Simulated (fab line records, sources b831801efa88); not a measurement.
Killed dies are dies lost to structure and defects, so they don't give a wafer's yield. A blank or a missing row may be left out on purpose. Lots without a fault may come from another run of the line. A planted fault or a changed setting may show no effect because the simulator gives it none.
fab line records | flow sky130 | part 1 of 2: steps 1 to 30 of 40
record lots=5 wafers=15 last_day=50
route steps=708 shown METAL5@662 PASSIVATION@681 PAD_OPEN@694
lots that met no fault: from a run of the same line without faults
start_h: hours from the record's first day to the start of the lot's first wafer shown | wait_h: hours since the lot's step before | " the same as in the row above | L1.1+2: a row that stands for several wafers | - no value, or no start given | * or withheld: withheld | < > ~ a bound
route shown NAME@n: a module of which the file shows steps, and the number in the route of the first | usual: mean/standard deviation of fault-free wafers | same: alike in all rows | chamber/n: place in a boat | sites: the reading at each site | _std_site: their standard deviation | _edge_site: outer sites' mean less inner sites' | radius_mm: how far each site lies from the wafer's centre | mask NAME#n: copy n | behind: the tool/chamber that last shaped the wafer | hold: why the lot was held/for how many hours/how that ended | device: the transistor (n, p or np) that didn't switch | end of line: the same wafers' tests at the end of the route | a step without rows: its recipe alone | killed: dies lost to structure and defects at the first sort, not the wafer's yield | map: a wafer's dies, x killed, . not, _ none there
set.NAME: the setting as run; set.NAME@STEP: as run at that earlier step | model.NAME: the simulator's own value behind a step, which no gauge read
lots at some steps of the route; a table a step, a row a wafer
services: from which hour (start_h, from the record's first day; less than 0 if before it) a tool's chamber was out of use, for how many hours, and why
## steps
# step SKY_METAL5_SPUTTER_01
# recipe material=TiN target_thk_nm=20 power_w=6500 time_s=16.7 chamber_pressure_pa=0.4
# usual throttle_valve_pct=30.5/0.84
# columns lot.wafer tool chamber start_h wait_h throttle_valve_pct
L086.1 pvd_sputter-03 - 1083.26 0.0 30.5
L086.2 " - " " 30.8
L086.6 " - " " 30.3
L087.2 pvd_sputter-01 - 1087.76 0.0 29.9
L087.4 " - " " 31.1
L087.6 " - " " 31.0
L092.1 pvd_sputter-01 - 1117.26 0.0 30.7
L092.3 " - " " 31.7
L092.6 " - " " 31.1
L095.1 pvd_sputter-04 - 1135.21 0.0 28.8
L095.3 " - " " 30.3
L095.6 " - " " 29.6
L096.1 pvd_sputter-01 - 1137.39 0.0 31.7
L096.3 " - " " 30.6
L096.6 " - " " 31.0
# step SKY_METAL5_SPUTTER_02
# recipe material=AlCu target_thk_nm=1150 power_w=10600 time_s=61.2 chamber_pressure_pa=0.4
# usual throttle_valve_pct=30.5/0.83
# columns lot.wafer tool chamber start_h wait_h throttle_valve_pct
L086.1 pvd_sputter-03 - 1083.29 0.0 30.8
L086.2 " - " " 31.0
L086.6 " - " " 30.5
L087.2 pvd_sputter-01 - 1087.78 0.0 30.2
L087.4 " - " " 30.8
L087.6 " - " " 30.9
L092.1 pvd_sputter-01 - 1117.29 0.0 31.1
L092.3 " - " " 31.5
L092.6 " - " " 31.1
L095.1 pvd_sputter-04 - 1135.24 0.0 28.3
L095.3 " - " " 30.3
L095.6 " - " " 29.9
L096.1 pvd_sputter-01 - 1137.41 0.0 31.4
L096.3 " - " " 30.8
L096.6 " - " " 30.9
# step SKY_METAL5_SPUTTER_03
# recipe material=Ti target_thk_nm=5 power_w=3000 time_s=3.3 chamber_pressure_pa=0.4
# usual throttle_valve_pct=30.5/0.85
# columns lot.wafer tool chamber start_h wait_h throttle_valve_pct
L086.1 pvd_sputter-03 - 1083.34 0.0 30.5
L086.2 " - " " 31.0
L086.6 " - " " 30.3
L087.2 pvd_sputter-01 - 1087.83 0.0 29.7
L087.4 " - " " 30.9
L087.6 " - " " 31.0
L092.1 pvd_sputter-01 - 1117.34 0.0 30.8
L092.3 " - " " 31.9
L092.6 " - " " 31.0
L095.1 pvd_sputter-04 - 1135.29 0.0 28.5
L095.3 " - " " 30.4
L095.6 " - " " 29.9
L096.1 pvd_sputter-01 - 1137.46 0.0 31.3
L096.3 " - " " 31.0
L096.6 " - " " 31.2
# step SKY_METAL5_SPUTTER_04
# recipe material=TiN target_thk_nm=70 power_w=6500 time_s=58.3 chamber_pressure_pa=0.4
# usual throttle_valve_pct=30.5/0.84
# columns lot.wafer tool chamber start_h wait_h throttle_valve_pct
L086.1 pvd_sputter-03 - 1083.36 0.0 30.3
L086.2 " - " " 31.1
L086.6 " - " " 30.6
L087.2 pvd_sputter-01 - 1087.85 0.0 29.6
L087.4 " - " " 31.0
L087.6 " - " " 31.1
L092.1 pvd_sputter-01 - 1117.36 0.0 30.6
L092.3 " - " " 31.5
L092.6 " - " " 31.2
L095.1 pvd_sputter-04 - 1135.31 0.0 28.5
L095.3 " - " " 30.6
L095.6 " - " " 29.9
L096.1 pvd_sputter-01 - 1137.48 0.0 31.7
L096.3 " - " " 31.2
L096.6 " - " " 31.0
# step SKY_METAL5_RS_MEAS_05
# recipe thk_meas_gauge=four-point-probe reads=TiN_of_METAL5_SPUTTER_04+Ti_of_METAL5_SPUTTER_03+AlCu_of_METAL5_SPUTTER_02+TiN_of_METAL5_SPUTTER_01+Ti_of_METAL5_SPUTTER_00
# usual METAL5_ALCU_RS=0.0271/0.00037
# columns lot.wafer tool chamber start_h wait_h METAL5_ALCU_RS[ohm/sq]
L086.1 film_metro-04 - 1083.40 0.0 0.0271
L086.2 " - " " 0.0272
L086.6 " - " " 0.0273
L087.2 film_metro-02 - 1087.92 0.0 0.0267
L087.4 " - " " 0.0273
L087.6 " - " " 0.0275
L092.1 film_metro-02 - 1117.41 0.0 0.0270
L092.3 " - " " 0.0275
L092.6 " - " " 0.0276
L095.1 film_metro-04 - 1135.36 0.0 0.0267
L095.3 " - " " 0.0273
L095.6 " - " " 0.0266
L096.1 film_metro-04 - 1137.53 0.0 0.0272
L096.3 " - " " 0.0272
L096.6 " - " " 0.0278
# step SKY_METAL5_THK_MEAS_06
# recipe thk_meas_gauge=xrf reads=AlCu_of_METAL5_SPUTTER_02
# usual METAL5_ALCU_THK=1149/19
# columns lot.wafer tool chamber start_h wait_h METAL5_ALCU_THK[nm]
L086.1 film_metro-04 - 1083.52 0.1 1160
L086.2 " - " " 1160
L086.6 " - " " 1148
L087.2 film_metro-02 - 1088.03 0.1 1163
L087.4 " - " " 1140
L087.6 " - " " 1129
L092.1 film_metro-02 - 1117.53 0.1 1154
L092.3 " - " " 1137
L092.6 " - " " 1116
L095.1 film_metro-04 - 1135.48 0.1 1172
L095.3 " - " " 1144
L095.6 " - " " 1182
L096.1 film_metro-04 - 1137.65 0.1 1152
L096.3 " - " " 1158
L096.6 " - " " 1129
# step SKY_METAL5_DEHYDRATE_07
# recipe temp_c=200 time_s=60
# columns lot.wafer tool chamber start_h wait_h
L086.1+2+6 litho_track-02 0 1092.90 9.4
L087.2+4+6 litho_track-03 0 1096.82 8.8
L092.1+3+6 litho_track-03 0 1126.80 9.3
L095.1+3+6 litho_track-02 0 1144.10 8.6
L096.1+3+6 litho_track-02 0 1146.15 8.5
# step SKY_METAL5_HMDS_08
# recipe prime_time_s=60 prime_temp_c=120
# usual prime_temp_c=119.99/0.13
# columns lot.wafer tool chamber start_h wait_h prime_temp_c
L086.1 litho_track-02 0 1093.05 0.1 119.97
L086.2 " 0 " " 119.87
L086.6 " 0 " " 119.85
L087.2 litho_track-03 0 1096.97 0.1 120.04
L087.4 " 0 " " 120.22
L087.6 " 0 " " 119.98
L092.1 litho_track-03 0 1126.95 0.1 119.85
L092.3 " 0 " " 119.86
L092.6 " 0 " " 120.07
L095.1 litho_track-02 0 1144.25 0.1 119.90
L095.3 " 0 " " 120.01
L095.6 " 0 " " 119.96
L096.1 litho_track-02 0 1146.30 0.1 119.96
L096.3 " 0 " " 120.07
L096.6 " 0 " " 119.80
# step SKY_METAL5_COAT_09
# recipe resist=NOVOLAK spin_rpm=3000 resist_thk_nm=1800
# usual spin_speed_rpm=3000.4/1.7
# columns lot.wafer tool chamber start_h wait_h spin_speed_rpm
L086.1 litho_track-02 0 1093.20 0.1 3001.8
L086.2 " 0 " " 2996.9
L086.6 " 0 " " 3001.2
L087.2 litho_track-03 0 1097.12 0.1 2999.0
L087.4 " 0 " " 3000.6
L087.6 " 0 " " 2997.6
L092.1 litho_track-03 0 1127.10 0.1 3001.0
L092.3 " 0 " " 2999.7
L092.6 " 0 " " 2999.8
L095.1 litho_track-02 0 1144.40 0.1 3003.0
L095.3 " 0 " " 3001.5
L095.6 " 0 " " 3001.7
L096.1 litho_track-02 0 1146.45 0.1 3002.5
L096.3 " 0 " " 3001.4
L096.6 " 0 " " 3002.8
# step SKY_METAL5_SOFTBAKE_10
# recipe temp_c=90 time_s=60 resist=NOVOLAK
# columns lot.wafer tool chamber start_h wait_h
L086.1+2+6 litho_track-02 0 1093.35 0.1
L087.2+4+6 litho_track-03 0 1097.27 0.1
L092.1+3+6 litho_track-03 0 1127.25 0.1
L095.1+3+6 litho_track-02 0 1144.55 0.1
L096.1+3+6 litho_track-02 0 1146.60 0.1
# step SKY_METAL5_EXPOSE_11
# recipe mask_id=MM5 na=0.6 source_shape=conventional sigma_outer=0.6 polarization=unpolarized target_cd_nm=1600 dose_mj=190
# columns lot.wafer tool chamber start_h wait_h mask
L086.1+2+6 iline_stepper-02 0 - - MM5#0
L087.2+4+6 iline_stepper-02 0 - - MM5#0
L092.1+3+6 iline_stepper-01 0 - - MM5#0
L095.1+3+6 iline_stepper-01 0 - - MM5#0
L096.1+3+6 iline_stepper-01 0 - - MM5#0
# step SKY_METAL5_PEB_12
# recipe temp_c=withheld time_s=* resist=NOVOLAK
# columns lot.wafer tool chamber start_h wait_h
L086.1+2+6 litho_track-04 0 - -
L087.2+4+6 litho_track-03 0 - -
L092.1+3+6 litho_track-04 0 - -
L095.1+3+6 litho_track-04 0 - -
L096.1+3+6 litho_track-03 0 - -
# step SKY_METAL5_DEVELOP_13
# recipe resist=NOVOLAK developer=TMAH develop_time_s=60 dev_temp_c=23
# columns lot.wafer tool chamber start_h wait_h
L086.1+2+6 litho_track-04 0 1103.69 0.1
L087.2+4+6 litho_track-03 0 1107.42 0.1
L092.1+3+6 litho_track-04 0 1136.29 0.1
L095.1+3+6 litho_track-04 0 1153.14 0.1
L096.1+3+6 litho_track-03 0 1154.85 0.1
# step SKY_METAL5_DESCUM_14
# recipe chemistry=O2 source_power_w=150 bias_power_w=0 pressure_mtorr=10 temp_c=40 time_s=11
# usual drypump_motor_current_A=5.8/0.4 oes_product_au=0.997/0.014
# same bias_power_w=0
# columns lot.wafer tool chamber start_h wait_h drypump_motor_current_A oes_product_au rf_hours_counter_h
L086.1 rie_metal-04 1 1103.84 0.1 6.2 0.992 21
L086.2 " 0 " " 6.7 0.992 12
L086.6 " 1 " " 6.2 0.995 -
L087.2 rie_metal-02 0 1107.55 0.1 5.8 1.004 8
L087.4 " 1 " " 6.0 1.010 -
L087.6 " 1 " " 6.0 1.016 -
L092.1 rie_metal-04 0 1136.44 0.1 6.7 0.989 15
L092.3 " 0 " " 6.7 0.985 -
L092.6 " 1 " " 6.2 1.001 -
L095.1 rie_metal-01 0 1153.29 0.1 5.4 0.977 25
L095.3 " 0 " " 5.4 0.985 -
L095.6 " 0 " " 5.4 0.979 -
L096.1 rie_metal-02 1 1155.00 0.1 6.0 0.998 19
L096.3 " 0 " " 5.9 1.005 -
L096.6 " 1 " " 6.0 0.998 -
# step SKY_METAL5_METAL_ETCH_15
# recipe target_depth_a=12600 stop_on=SiO2 over_etch_frac=0.2 time_s=252 chemistry=Cl2/BCl3 resist_sidewall_deg=86 pressure_mtorr=10 icp_w=900 bias_w=48.5 Cl2_flow_sccm=60 bcl3_flow_sccm=30
# usual drypump_motor_current_A=5.8/0.4 oes_product_au=0.894/0.0054 throttle_valve_pct=22.263/0.0089
# columns lot.wafer tool chamber start_h wait_h drypump_motor_current_A oes_product_au rf_hours_counter_h throttle_valve_pct
L086.1 rie_metal-04 1 1103.87 0.0 6.2 0.888 21 22.277
L086.2 " 0 " " 6.7 0.894 12 22.253
L086.6 " 1 " " 6.2 0.886 - 22.271
L087.2 rie_metal-02 0 1107.59 0.0 5.9 0.902 8 22.274
L087.4 " 1 " " 6.0 0.891 - 22.259
L087.6 " 1 " " 6.0 0.894 - 22.267
L092.1 rie_metal-04 0 1136.47 0.0 6.7 0.892 15 22.270
L092.3 " 0 " " 6.7 0.903 - 22.264
L092.6 " 1 " " 6.2 0.897 - 22.278
L095.1 rie_metal-01 0 1153.32 0.0 5.4 0.888 25 22.261
L095.3 " 0 " " 5.4 0.887 - 22.251
L095.6 " 0 " " 5.4 0.903 - 22.271
L096.1 rie_metal-02 1 1155.03 0.0 6.0 0.891 19 22.261
L096.3 " 0 " " 5.8 0.895 - 22.257
L096.6 " 1 " " 6.0 0.892 - 22.280
# step SKY_METAL5_STRIP_16
# recipe chemistry=O2/N2 power_w=1400 pressure_mtorr=1500 platen_temp_c=withheld o2_flow_sccm=3000 n2_flow_sccm=300 overash_fraction=0.5
# usual drypump_motor_current_A=5.5/0.36 n2_flow_sccm=300.0/1 oes_product_au=0.710/0.0046 strip_time_to_endpoint_s=13.09/0.17
# columns lot.wafer tool chamber start_h wait_h drypump_motor_current_A n2_flow_sccm oes_product_au rf_hours_counter_h strip_time_to_endpoint_s
L086.1 plasma_asher-04 0 1104.11 0.2 5.2 297.8 0.705 65 13.23
L086.2 " 1 " " 5.1 300.1 0.706 65 13.25
L086.6 " 0 " " 5.2 297.9 0.699 - 13.24
L087.2 plasma_asher-04 1 1107.91 0.2 5.1 300.2 0.716 66 13.01
L087.4 " 0 " " 5.2 300.2 0.702 - 12.92
L087.6 " 0 " " 5.2 299.4 0.711 - 12.97
L092.1 plasma_asher-03 0 1136.71 0.2 5.7 300.7 0.713 8 13.23
L092.3 " 1 " " 5.6 299.4 0.712 - 13.13
L092.6 " 1 " " 5.6 299.5 0.710 - 13.02
L095.1 plasma_asher-03 0 1153.56 0.2 5.7 300.8 0.713 10 13.31
L095.3 " 1 " " 5.6 300.8 0.705 - 13.24
L095.6 " 0 " " 5.7 300.7 0.716 - 13.34
L096.1 plasma_asher-04 0 1155.27 0.2 5.3 298.8 0.714 71 13.11
L096.3 " 1 " " 5.1 300.6 0.700 - 12.86
L096.6 " 1 " " 5.2 300.2 0.713 - 13.08
# step SKY_METAL5_STRIP_17
# recipe chemistry=post_etch_residue_remover time_s=1200 temp_c=72.5
# columns lot.wafer tool chamber start_h wait_h
L086.1+2+6 wet_bench-03 1 1104.21 0.1
L087.2+4+6 wet_bench-03 1 1108.01 0.1
L092.1+3+6 wet_bench-01 2 1136.81 0.1
L095.1+3+6 wet_bench-03 2 1153.66 0.1
L096.1+3+6 wet_bench-02 3 1155.37 0.1
# step SKY_METAL5_CLEAN_18
# recipe chemistry=IPA time_s=180 temp_c=25
# columns lot.wafer tool chamber start_h wait_h
L086.1+2+6 wet_bench-02 3 1104.55 0.0
L087.2+4+6 wet_bench-01 1 1108.38 0.0
L092.1+3+6 wet_bench-03 1 1137.15 0.0
L095.1+3+6 wet_bench-02 0 1154.00 0.0
L096.1+3+6 wet_bench-02 2 1155.71 0.0
# step SKY_METAL5_CLEAN_19
# recipe chemistry=O3/DIW dry=n2_spin
# columns lot.wafer tool chamber start_h wait_h
L086.1+2+6 wet_bench-02 3 1104.61 0.0
L087.2+4+6 wet_bench-02 1 1108.50 0.0
L092.1+3+6 wet_bench-02 3 1137.21 0.0
L095.1+3+6 wet_bench-01 2 1154.06 0.0
L096.1+3+6 wet_bench-02 0 1155.77 0.0
# step SKY_PASSIVATION_CVD_00
# recipe material=SiO2 target_thk_nm=90 temp_c=400 time_s=withheld rf_w=600
# usual heater_power_w=651/87
# columns lot.wafer tool chamber start_h wait_h heater_power_w
L086.1 pecvd-01 1 1104.71 0.0 672
L086.2 " 0 " " 627
L086.6 " 0 " " 636
L087.2 pecvd-02 2 1108.60 0.0 488
L087.4 " 0 " " 720
L087.6 " 1 " " 757
L092.1 pecvd-01 2 1137.30 0.0 631
L092.3 " 1 " " 704
L092.6 " 0 " " 637
L095.1 pecvd-01 1 1154.15 0.0 808
L095.3 " 0 " " 566
L095.6 " 0 " " 561
L096.1 pecvd-03 0 1155.86 0.0 518
L096.3 " 2 " " 634
L096.6 " 1 " " 699
# step SKY_PASSIVATION_THK_MEAS_01
# recipe reads=SiO2_of_PASSIVATION_CVD_00
# usual PASSIVATION_CVD_00_THK=90.0/1.3
# columns lot.wafer tool chamber start_h wait_h PASSIVATION_CVD_00_THK[nm]
L086.1 film_metro-03 - 1104.74 - 90.8
L086.2 " - " " 91.3
L086.6 " - " " 91.4
L087.2 film_metro-03 - 1108.63 - 90.1
L087.4 " - " " 90.1
L087.6 " - " " 92.4
L092.1 film_metro-02 - 1137.35 - 88.5
L092.3 " - " " 88.6
L092.6 " - " " 89.9
L095.1 film_metro-02 - 1154.17 - 89.2
L095.3 " - " " 88.8
L095.6 " - " " 89.7
L096.1 film_metro-02 - 1155.88 - 87.7
L096.3 " - " " 89.8
L096.6 " - " " 89.7
# step SKY_PASSIVATION_CVD_02
# recipe material=Si3N4 target_thk_nm=540 temp_c=400 time_s=withheld rf_w=450
# usual heater_power_w=687/88
# columns lot.wafer tool chamber start_h wait_h heater_power_w
L086.1 pecvd-03 0 1104.80 0.1 532
L086.2 " 2 " " 680
L086.6 " 0 " " 555
L087.2 pecvd-03 0 1108.68 0.0 633
L087.4 " 1 " " 756
L087.6 " 2 " " 599
L092.1 pecvd-03 0 1137.41 0.1 663
L092.3 " 2 " " 635
L092.6 " 0 " " 515
L095.1 pecvd-02 1 1154.23 0.1 813
L095.3 " 2 " " 593
L095.6 " 0 " " 841
L096.1 pecvd-01 0 1155.94 0.1 679
L096.3 " 1 " " 714
L096.6 " 0 " " 672
# step SKY_PASSIVATION_THK_MEAS_03
# recipe reads=Si3N4_of_PASSIVATION_CVD_02
# usual PASSIVATION_CVD_02_THK=544/7
# columns lot.wafer tool chamber start_h wait_h PASSIVATION_CVD_02_THK[nm]
L086.1 film_metro-01 - 1105.02 - 541
L086.2 " - " " 541
L086.6 " - " " 552
L087.2 film_metro-03 - 1108.91 - 544
L087.4 " - " " 543
L087.6 " - " " 549
L092.1 film_metro-02 - 1137.64 - 559
L092.3 " - " " 547
L092.6 " - " " 561
L095.1 film_metro-03 - 1154.46 - 540
L095.3 " - " " 534
L095.6 " - " " 549
L096.1 film_metro-02 - 1156.17 - 536
L096.3 " - " " 538
L096.6 " - " " 547
# step SKY_PASSIVATION_DEHYDRATE_04
# recipe temp_c=200 time_s=60
# columns lot.wafer tool chamber start_h wait_h
L086.1+2+6 litho_track-03 0 1114.25 9.2
L087.2+4+6 litho_track-04 0 1117.56 8.6
L092.1+3+6 litho_track-01 0 1146.24 8.6
L095.1+3+6 litho_track-04 0 1162.64 8.2
L096.1+3+6 litho_track-03 0 1163.60 7.4
# step SKY_PASSIVATION_HMDS_05
# recipe prime_time_s=60 prime_temp_c=120
# usual prime_temp_c=119.98/0.15
# columns lot.wafer tool chamber start_h wait_h prime_temp_c
L086.1 litho_track-03 0 1114.40 0.1 119.92
L086.2 " 0 " " 120.08
L086.6 " 0 " " 120.06
L087.2 litho_track-04 0 1117.71 0.1 119.89
L087.4 " 0 " " 119.74
L087.6 " 0 " " 119.78
L092.1 litho_track-01 0 1146.39 0.1 120.19
L092.3 " 0 " " 119.97
L092.6 " 0 " " 120.10
L095.1 litho_track-04 0 1162.79 0.1 120.20
L095.3 " 0 " " 120.16
L095.6 " 0 " " 120.19
L096.1 litho_track-03 0 1163.75 0.1 120.12
L096.3 " 0 " " 119.97
L096.6 " 0 " " 119.99
# step SKY_PASSIVATION_COAT_06
# recipe spin_rpm=2000 resist_thk_nm=3000
# usual spin_speed_rpm=1999.9/1.3
# columns lot.wafer tool chamber start_h wait_h spin_speed_rpm
L086.1 litho_track-03 0 1114.55 0.1 2000.6
L086.2 " 0 " " 2000.3
L086.6 " 0 " " 2000.6
L087.2 litho_track-04 0 1117.86 0.1 2000.4
L087.4 " 0 " " 1999.5
L087.6 " 0 " " 1999.8
L092.1 litho_track-01 0 1146.54 0.1 1997.9
L092.3 " 0 " " 2000.7
L092.6 " 0 " " 2000.6
L095.1 litho_track-04 0 1162.94 0.1 1998.5
L095.3 " 0 " " 2000.1
L095.6 " 0 " " 1996.8
L096.1 litho_track-03 0 1163.90 0.1 1998.8
L096.3 " 0 " " 1998.6
L096.6 " 0 " " 2001.1
# step SKY_PASSIVATION_SOFTBAKE_07
# recipe temp_c=110 time_s=withheld
# columns lot.wafer tool chamber start_h wait_h
L086.1+2+6 litho_track-03 0 1114.70 0.1
L087.2+4+6 litho_track-04 0 1118.02 0.1
L092.1+3+6 litho_track-01 0 1146.69 0.1
L095.1+3+6 litho_track-04 0 1163.09 0.1
L096.1+3+6 litho_track-03 0 1164.05 0.1
# step SKY_PASSIVATION_EXPOSE_08
# recipe mask_id=NSM target_cd_nm=3000 na=0.57 dose_mj=260
# columns lot.wafer tool chamber start_h wait_h mask
L086.1+2+6 iline_stepper-02 0 - - NSM#0
L087.2+4+6 iline_stepper-02 0 - - NSM#0
L092.1+3+6 iline_stepper-02 0 - - NSM#0
L095.1+3+6 iline_stepper-01 0 - - NSM#0
L096.1+3+6 iline_stepper-01 0 - - NSM#0
# step SKY_PASSIVATION_PEB_09
# recipe temp_c=115 time_s=withheld
# columns lot.wafer tool chamber start_h wait_h
L086.1+2+6 litho_track-03 0 - -
L087.2+4+6 litho_track-01 0 - -
L092.1+3+6 litho_track-01 0 - -
L095.1+3+6 litho_track-04 0 - -
L096.1+3+6 litho_track-04 0 - -
# step SKY_PASSIVATION_DEVELOP_10
# recipe develop_time_s=60 dev_temp_c=23
# columns lot.wafer tool chamber start_h wait_h
L086.1+2+6 litho_track-03 0 - -
L087.2+4+6 litho_track-01 0 - -
L092.1+3+6 litho_track-01 0 - -
L095.1+3+6 litho_track-04 0 - -
L096.1+3+6 litho_track-04 0 - -
